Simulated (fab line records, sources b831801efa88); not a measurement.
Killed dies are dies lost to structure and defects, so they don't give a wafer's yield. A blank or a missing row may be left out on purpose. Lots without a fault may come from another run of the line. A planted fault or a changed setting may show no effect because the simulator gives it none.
One fault seen from 2 desks | flow gf180mcu | each desk has only its own numbers; what lay behind them comes last

THE METROLOGY DESK
What the gauges read, lot by lot, whatever tool the lot ran on: means of the sampled wafers that have a number. A lot is out of limits, marked OUT, if its mean lies more than 4 standard deviations from the usual mean; the brackets give that distance.
Columns: A = MVPSD_OVL at GF_MVPSD_OVL_MEAS_07, usual 0.0 nm; B = VT_IMPLANT_01_OVL at GF_VT_IMPLANT_OVL_MEAS_18, usual -0.1 nm; C = DUAL_GATE_OXIDATION_00_THK at GF_DUAL_GATE_THK_MEAS_03, usual 10.85 nm
lot  | first seen here | A    | B    | C
L949 | day 4 23:54     | -1.2 | 2.9  | 10.82
L951 | day 5 11:41     | -0.3 | 0.4  | 10.91
L955 | day 6 10:33     | 0.9  | -1.9 | 11.28
L956 | day 6 19:23     | 0.7  | 2.0  | 10.78
L957 | day 6 22:29     | -0.2 | -0.9 | 10.64
L958 | day 7 05:57     | 1.1  | 1.8  | 10.87
L959 | day 7 11:03     | 1.1  | -0.1 | 10.85
L961 | day 8 00:03     | -0.2 | 0.6  | 10.75
L969 | day 10 00:17    | 0.8  | 0.3  | 10.34
L970 | day 10 09:24    | 0.4  | -2.0 | 10.21
L972 | day 10 17:48    | -0.1 | -0.3 | 11.05
L971 | day 10 20:12    | -1.3 | -0.3 | 10.81
This desk's finding: nothing out of limits on any of the 12 lots.

THE TOOL OWNER'S DESK: furnace-02
The tool's own readings at GF_DUAL_GATE_OXIDATION_02 (stabilise 600 s, purge 300 s, target thk 10.887 nm): means of the sampled wafers that have a number, for each lot that ran on this tool. A lot is out of limits, marked OUT, if its mean lies more than 4 standard deviations from the usual mean; the brackets give that distance.
Columns: A = spike_tc_bottom_C at GF_DUAL_GATE_OXIDATION_02, usual 915.4 C; B = spike_tc_centre_C at GF_DUAL_GATE_OXIDATION_02, usual 900.6 C; C = spike_tc_lower_C at GF_DUAL_GATE_OXIDATION_02, usual 899.9 C; D = spike_tc_top_C at GF_DUAL_GATE_OXIDATION_02, usual 914.2 C; E = spike_tc_upper_C at GF_DUAL_GATE_OXIDATION_02, usual 899.6 C; F = tube_center_temp_C at GF_DUAL_GATE_OXIDATION_02, usual 899.99 C; G = tube_center_temp_C_max at GF_DUAL_GATE_OXIDATION_02, usual 902.3
lot  | first seen here | A                | B                | C                | D                | E                | F                | G
L949 | day 7 11:40     | 914.5            | 900.4            | 898.0            | 913.8            | 900.1            | 899.95           | 902.1
L951 | day 8 00:55     | 914.5            | 899.5            | 899.3            | 914.9            | 900.2            | 899.93           | 902.1
L955 | day 9 04:44     | 915.2            | 899.4            | 899.1            | 914.3            | 900.0            | 900.03           | 902.5
L957 | day 9 19:52     | 915.6            | 901.0            | 898.9            | 914.7            | 899.9            | 899.98           | 902.2
L958 | day 10 02:50    | 914.2            | 900.7            | 898.4            | 914.2            | 900.3            | 900.00           | 902.5
L959 | day 10 08:20    | 914.6            | 899.7            | 899.5            | 913.5            | 899.7            | 900.02           | 902.2
L969 | day 13 04:40    | 908.2 (-5.6) OUT | 893.8 (-6.8) OUT | 892.8 (-5.5) OUT | 908.1 (-6.1) OUT | 893.4 (-5.6) OUT | 893.80 (-78) OUT | 896.2 (-17) OUT
L970 | day 13 14:59    | 907.5 (-6.1) OUT | 893.4 (-7.2) OUT | 892.4 (-5.8) OUT | 908.2 (-6.0) OUT | 892.8 (-6.2) OUT | 893.73 (-79) OUT | 896.3 (-17) OUT
This desk's finding: out of limits on L969, L970; first on L969, day 13 04:40 (spike_tc_bottom_C at GF_DUAL_GATE_OXIDATION_02). In limits: L949, L951, L955, L957, L958, L959.

PUT TOGETHER
The tool owner's desk could have raised an alarm at day 13 04:40, on L969, L970.
The metrology desk saw nothing out of limits.
The metrology desk has L969, L970 on record, within its limits.
Of the lots named, all ran GF_DUAL_GATE_OXIDATION_02 on furnace-02.

WHAT THE SIMULATOR HAD PUT IN
Process parameter drift: furnace-02, from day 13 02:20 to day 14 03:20, at GF_DUAL_GATE_OXIDATION_02. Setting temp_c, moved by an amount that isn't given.
Lots struck among those shown: L969, L970.
Hours from the fault's start to each desk's first reading out of limits: the tool owner's desk, 2.
